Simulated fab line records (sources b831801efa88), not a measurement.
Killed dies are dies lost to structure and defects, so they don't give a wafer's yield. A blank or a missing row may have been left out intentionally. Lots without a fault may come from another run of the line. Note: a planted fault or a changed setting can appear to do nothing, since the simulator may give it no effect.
Chamber matching -- flow sky130 -- SKY_LI_CONTACT_CMP_02 on cmp-01 has 4 sister chambers
The step polishes PSG. 14 wafers are shown with their chamber, then 6 later ones without.

WAFERS WITH THEIR CHAMBER
wafer,chamber,motor_current_A (A),time_to_endpoint_s (s),edge_zone_pressure_frac
L988.2,3,12.8,29.8,0.999
L988.4,1,11.3,35.1,0.997
L988.5,2,13.2,29.7,1.002
L990.1,2,13.8,30.8,1.003
L990.5,1,11.8,32.7,1.002
L990.6,2,13.5,31.6,1.000
L991.1,3,13.4,28.6,0.994
L991.2,0,11.0,42.1,1.000
L991.5,3,12.6,27.2,0.998
L992.3,2,13.8,28.7,1.012
L992.5,3,13.1,28.9,0.994
L102.2,2,13.8,30.5,0.996
L102.3,0,11.2,36.1,1.002
L102.5,0,10.8,33.0,1.005

SIGNATURES, as means of the wafers listed above
reading,chamber 0,chamber 1,chamber 2,chamber 3,scatter within a chamber
motor_current_A,11.000,11.550,13.620,12.975,0.293
time_to_endpoint_s,37.067,33.900,30.260,28.625,2.33
edge_zone_pressure_frac,1.00233,0.99950,1.00260,0.99625,0.0043
Rule: for a wafer and a chamber, the distance is found by dividing, reading by reading, the gap between the wafer's reading and the chamber's mean by the reading's scatter, squaring, summing and taking the root. The wafer belongs to the nearest chamber; if the next one is less than 2 further off, it can't be placed. How the scatter is found: for the shown wafers, subtract from each reading the mean of its chamber, square and add these, divide the total by (wafers less chambers), then take the root.

WAFERS WHOSE CHAMBER IS MISSING
wafer,motor_current_A (A),time_to_endpoint_s (s),edge_zone_pressure_frac
L104.1,12.7,33.1,0.997
L104.2,12.3,30.1,1.001
L104.5,13.5,30.2,0.996
L105.2,13.9,31.0,0.995
L105.4,10.8,33.1,0.997
L105.5,12.8,34.4,1.003

WHICH CHAMBER EACH WENT THROUGH
wafer,from the rows above,in truth
L104.1,can't be placed: 3 or 2 or 1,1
L104.2,can't be placed: 3 or 1 or 2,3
L104.5,can't be placed: 2 or 3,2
L105.2,can't be placed: 2 or 3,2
L105.4,can't be placed: 0 or 1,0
L105.5,can't be placed: 3 or 2 or 1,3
Correct placement for 0 of the 6. Cannot be placed on the basis of these rows: 6; the candidates contain the true chamber in 6. 0 placed wrongly.
